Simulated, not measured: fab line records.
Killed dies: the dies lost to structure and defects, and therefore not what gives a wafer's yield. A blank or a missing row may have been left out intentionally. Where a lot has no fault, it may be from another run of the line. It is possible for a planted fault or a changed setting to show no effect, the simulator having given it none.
The tool behind it: which one? | flow sky130 | 9 lots, 26 wafers sampled, at 5 steps of a route of 708

== WHAT THE GAUGES SHOWED, per wafer ==
SKY_CAP2M_RS_MEAS_03: measures by four-point-probe.
lot  | measured     | on            | CAP2M_TIN_RS (ohm/sq)
L997 | day 39 07:49 | film metro-02 | 6.88 6.83 6.92
L100 | day 40 19:59 | film metro-03 | 6.90 6.89 6.97
L101 | day 40 21:08 | film metro-02 | 6.78 6.89 6.80
L102 | day 41 06:31 | film metro-03 | 6.97 6.96 6.97
L105 | day 42 06:02 | film metro-01 | 6.88 6.86 6.85
L110 | day 43 14:22 | film metro-01 | 6.94 6.43
L112 | day 44 06:08 | film metro-01 | 6.93 6.88 6.52
L116 | day 45 20:07 | film metro-02 | 6.89 6.82 6.93
L120 | day 46 07:01 | film metro-03 | 6.93 6.94 6.94

SKY_CAP2M_THK_MEAS_04: measures by xrf.
lot  | measured     | on            | CAP2M_TIN_THK (nm)
L997 | day 39 07:56 | film metro-02 | 201.0 201.7 199.8
L100 | day 40 20:05 | film metro-03 | 198.7 200.0 198.3
L101 | day 40 21:16 | film metro-02 | 202.0 199.2 202.0
L102 | day 41 06:38 | film metro-03 | 198.3 197.9 198.1
L105 | day 42 06:09 | film metro-01 | 199.1 199.8 200.6
L110 | day 43 14:28 | film metro-01 | 197.9 213.3
L112 | day 44 06:14 | film metro-01 | 199.2 200.9 210.9
L116 | day 45 20:14 | film metro-02 | 199.4 201.7 198.1
L120 | day 46 07:08 | film metro-03 | 200.0 198.7 198.9

== WHICH TOOL RAN EACH LOT (tool, then ch and the chambers of the sampled wafers, then the start) ==
lot  | SKY_VIA2_ETCH_14                   | SKY_VIA3_SPUTTER_20          | SKY_CAP2M_SPUTTER_02
L997 | rie diel-04 ch 0,1,2, day 35 20:40 | pvd sputter-02, day 39 06:49 | pvd sputter-01, day 39 07:43
L100 | rie diel-01 ch 0,3, day 37 10:50   | pvd sputter-03, day 40 18:55 | pvd sputter-04, day 40 19:49
L101 | rie diel-02 ch 0,2,3, day 37 12:14 | pvd sputter-02, day 40 20:08 | pvd sputter-04, day 40 21:02
L102 | rie diel-04 ch 1,3, day 37 23:01   | pvd sputter-02, day 41 05:31 | pvd sputter-01, day 41 06:25
L105 | rie diel-01 ch 0,2,3, day 38 22:47 | pvd sputter-01, day 42 05:01 | pvd sputter-01, day 42 05:55
L110 | rie diel-04 ch 0,3, day 40 09:20   | pvd sputter-01, day 43 13:19 | pvd sputter-01, day 43 14:13
L112 | rie diel-02 ch 0,1,2, day 41 01:41 | pvd sputter-01, day 44 05:06 | pvd sputter-01, day 44 06:00
L116 | rie diel-01 ch 1,2, day 42 19:08   | pvd sputter-01, day 45 17:40 | pvd sputter-02, day 45 20:00
L120 | rie diel-01 ch 0,2, day 43 07:29   | pvd sputter-01, day 46 05:22 | pvd sputter-04, day 46 06:53
- SKY_VIA2_ETCH_14: etches BARC in N2/H2, stops on SiO2, time 45.9 s, target depth 60 nm.
- SKY_VIA3_SPUTTER_20: material TiN, target thk 20 nm, time 80 s.
- SKY_CAP2M_SPUTTER_02: material TiN, target thk 200 nm, time 166.7 s.

== AS READ BY THE TOOLS THEMSELVES (means over the sampled wafers that have a number; for cases with no such wafer, the mark the record gives instead) ==
SKY_VIA2_ETCH_14.
lot  | tool        | drypump motor current A (A) | n2 flow sccm (sccm) | oes product au (a.u.) | throttle valve pct (%)
L997 | rie diel-04 | 5.6                         | 100.0               | 0.850                 | 13.216
L100 | rie diel-01 | 5.5                         | 99.7                | 0.852                 | 13.227
L101 | rie diel-02 | 6.2                         | 99.9                | 0.858                 | 13.218
L102 | rie diel-04 | 5.6                         | 99.9                | 0.854                 | 13.228
L105 | rie diel-01 | 5.7                         | 100.2               | 0.855                 | 13.224
L110 | rie diel-04 | 6.0                         | 100.2               | 0.855                 | 13.230
L112 | rie diel-02 | 5.9                         | 100.3               | 0.855                 | 13.232
L116 | rie diel-01 | 5.5                         | 99.9                | 0.849                 | 13.227
L120 | rie diel-01 | 5.8                         | 100.1               | 0.855                 | 13.220

SKY_VIA3_SPUTTER_20.
lot  | tool           | throttle valve pct (%)
L997 | pvd sputter-02 | 29.7
L100 | pvd sputter-03 | 29.7
L101 | pvd sputter-02 | 29.6
L102 | pvd sputter-02 | 29.5
L105 | pvd sputter-01 | 29.3
L110 | pvd sputter-01 | 29.4
L112 | pvd sputter-01 | 29.8
L116 | pvd sputter-01 | 28.7
L120 | pvd sputter-01 | 30.1

SKY_CAP2M_SPUTTER_02.
lot  | tool           | throttle valve pct (%)
L997 | pvd sputter-01 | 29.8
L100 | pvd sputter-04 | 30.2
L101 | pvd sputter-04 | 29.0
L102 | pvd sputter-01 | 28.9
L105 | pvd sputter-01 | 29.9
L110 | pvd sputter-01 | 29.1
L112 | pvd sputter-01 | 29.2
L116 | pvd sputter-02 | 29.5
L120 | pvd sputter-04 | 29.8

== THE ANSWER, worked out from the rows above alone ==
Rule: the lots themselves supply what counts as usual. Put in order of their means at a reading, lots are off if they are a third of the lots or fewer, leave a main group of 4 or more, and stand apart from it by a gap of 3 or more times the standard deviation of the main group's means; of several such gaps the widest counts. The tables above print the reading to a certain number of digits; a main group whose means all agree to those digits is not used. A lot without any number at a reading at which 4 lots or more have one is off too. All remaining lots with rows at the step are treated as sound. The gauges are gone through in route order, then the tools' own readings, and for those a lot's mean is taken as printed above. At the first step where some lot is off, the reading lying furthest off is the one used; lots without a number count as furthest.
None of the lots is off at any reading shown; this tells nothing.

== WHAT HAD BEEN PUT IN BY THE SIMULATOR ==
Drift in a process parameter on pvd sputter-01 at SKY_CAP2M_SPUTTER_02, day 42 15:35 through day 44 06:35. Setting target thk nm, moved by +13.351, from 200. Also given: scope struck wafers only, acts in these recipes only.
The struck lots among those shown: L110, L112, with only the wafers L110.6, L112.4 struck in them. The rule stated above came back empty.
